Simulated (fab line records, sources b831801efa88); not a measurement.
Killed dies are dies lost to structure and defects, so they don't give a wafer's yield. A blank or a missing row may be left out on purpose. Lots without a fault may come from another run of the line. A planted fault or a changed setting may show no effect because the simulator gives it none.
A struck lot beside a sound one | flow sky130 | 14 steps out of a route of 708
Sound: wafers L585.3, L585.5, L585.6. Struck: wafers L597.1, L597.3, L597.5. The cause comes at the end.
At each step with rows: each side's tool, then ch and its chambers, then its first start. Under that, the readings that differ: sound wafers | struck wafers | difference of the means | sigmas: that difference in standard deviations of wafers without a fault.
alike: readings whose means differ by less than 2 such deviations, and words and numbers that are the same on both sides. not compared: withheld readings, readings that some wafer has no value for, bounds like >300 that may hide the same value, and numbers for which the record gives no deviation and whose values overlap.
The two part at a step that has a row with sigmas, a row that says differs or no value, or rows on one side only. Numbers that don't overlap but have no deviation are shown without sigmas and don't part them. A reading that every wafer of one side lacks parts them only if that side has two wafers or more.

first, 1 step without rows for these wafers: SKY_CAPM_DEVELOP_11 (develop time 60 s).
SKY_CAPM_OVL_MEAS_12:
  sound on overlay-02, day 39 21:09; struck on overlay-02, day 43 03:32
  alike: CAPM_OVL
SKY_CAPM_METAL_ETCH_13: etches TiN in Cl2/BCl3, stops on SiO2, target depth 220 nm, time 62.9 s.
  sound on rie_metal-04 ch 0,1, day 39 21:12; struck on rie_metal-04 ch 0,1, day 43 03:34
  alike: drypump_motor_current_A, oes_product_au, throttle_valve_pct
  not compared: rf_hours_counter_h
SKY_CAPM_STRIP_14: strips in O2/N2.
  sound on plasma_asher-01 ch 0,1, day 39 21:17; struck on plasma_asher-04 ch 0,1, day 43 03:39
  alike: drypump_motor_current_A, oes_product_au, strip_time_to_endpoint_s
  not compared: rf_hours_counter_h
then, 8 steps without rows for these wafers: SKY_CAPM_STRIP_15 (strips in post etch residue remover, time 1200 s); SKY_CAPM_CLEAN_16 (cleans in IPA, time 180 s); SKY_CAPM_CLEAN_17 (cleans in O3/DIW); SKY_METAL3_DEHYDRATE_05 (time 60 s); SKY_METAL3_HMDS_06 (prime time 60 s); SKY_METAL3_COAT_07 (resist thk 60 nm); SKY_METAL3_COAT_08 (resist thk 1140 nm); SKY_METAL3_SOFTBAKE_09 (time 90 s).
SKY_METAL3_EXPOSE_10: exposes mask MM3, target cd 300 nm.
  sound on krf_scanner-02 ch 0, day 40 10:06; struck on krf_scanner-02, day 43 15:17
  no value came back on the struck wafers for exposure_dose_mJ_cm2, focus_offset_nm (nm), sigma_outer; on the sound wafers exposure_dose_mJ_cm2 reads 27.9 28.0 28.0
  alike: mask
then, 1 step without rows for these wafers: SKY_METAL3_PEB_11.

WHERE THEY PART
Only at SKY_METAL3_EXPOSE_10, within this record.

WHY: what the simulator had put in
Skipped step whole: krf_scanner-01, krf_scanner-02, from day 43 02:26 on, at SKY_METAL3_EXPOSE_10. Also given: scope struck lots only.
